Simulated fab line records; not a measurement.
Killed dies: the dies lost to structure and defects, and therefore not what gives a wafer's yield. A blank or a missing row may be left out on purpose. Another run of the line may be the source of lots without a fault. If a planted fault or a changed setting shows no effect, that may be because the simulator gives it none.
Struck lot and sound lot, side by side ; flow sky130 ; 14 steps out of a route of 708
Sound: wafers L689.2, L689.4, L689.6. Struck: wafers L682.1, L682.3, L682.6. The cause is given at the end.
Per side, at each step with rows, come the tool, then ch with its chambers, and then its first start. Under that, the readings that differ: sound wafers ; struck wafers ; difference of the means ; sigmas: that difference in standard deviations of wafers without a fault.
alike: words and numbers the same on both sides, and readings whose means are apart by under 2 such deviations; not compared: readings that were withheld, readings missing a value for some wafer, numbers with overlapping values and no deviation given by the record, and bounds like >300 which may hide the same value.
Wherever a step has rows on one side only, a row that says differs or no value, or a row with sigmas, the two part there. Numbers that have no deviation but don't overlap get no sigmas and don't part them. A reading that every wafer of one side lacks parts them only if that side has two wafers or more.

first, 3 steps without rows for these wafers: SKY_METAL4_CLEAN_21 (cleans in IPA, time 180 s); SKY_METAL4_CLEAN_22 (cleans in O3/DIW); SKY_VIA4_HDPCVD_00 (deposits SiO2, target thk 1750 nm, time 291.7 s).
SKY_VIA4_THK_MEAS_01:
  struck on filmMetro-04, day 45 15:31; sound on filmMetro-04, day 47 15:14
  alike: VIA4_HDPCVD_THK
SKY_VIA4_CMP_02: polishes SiO2.
  sound on cmp-02 ch 2,3, day 47 15:20; struck on cmp-01 ch 0,1, day 45 15:38
  alike: motorCurrentA
SKY_VIA4_BOW_MEAS_03:
  struck on filmMetro-04, day 45 15:53; sound on filmMetro-04, day 47 15:36
  alike: VIA4_BOW
then, 6 steps without rows for these wafers: SKY_VIA4_DEHYDRATE_04 (time 60 s); SKY_VIA4_HMDS_05 (prime time 60 s); SKY_VIA4_COAT_06 (resist thk 1140 nm); SKY_VIA4_SOFTBAKE_07 (time 60 s); SKY_VIA4_EXPOSE_08 (exposes mask VIM4, target cd 800 nm); SKY_VIA4_PEB_09.
SKY_VIA4_DEVELOP_10: develop time 60 s.
  sound on lithoTrack-02 ch 0, day 48 10:29; struck on lithoTrack-03, day 46 12:03
  no value came back on the struck wafers for chillPlateTempC (C), developTimeS (s), resistLineTempC (C); on the sound wafers chillPlateTempC (C) reads 23.08 23.00 23.08
SKY_VIA4_OVL_MEAS_11:
  struck on overlay-01, day 46 12:12; sound on overlay-02, day 48 10:37
reading;sound;struck;difference;sigmas
VIA4_OVL (nm);-2.5 -3.1 -1.4;- - -;no value on the struck wafers;

## WHERE THEY PART
Last at SKY_VIA4_OVL_MEAS_11 as far as this record goes, first at SKY_VIA4_DEVELOP_10.

WHY: what had been put in by the simulator
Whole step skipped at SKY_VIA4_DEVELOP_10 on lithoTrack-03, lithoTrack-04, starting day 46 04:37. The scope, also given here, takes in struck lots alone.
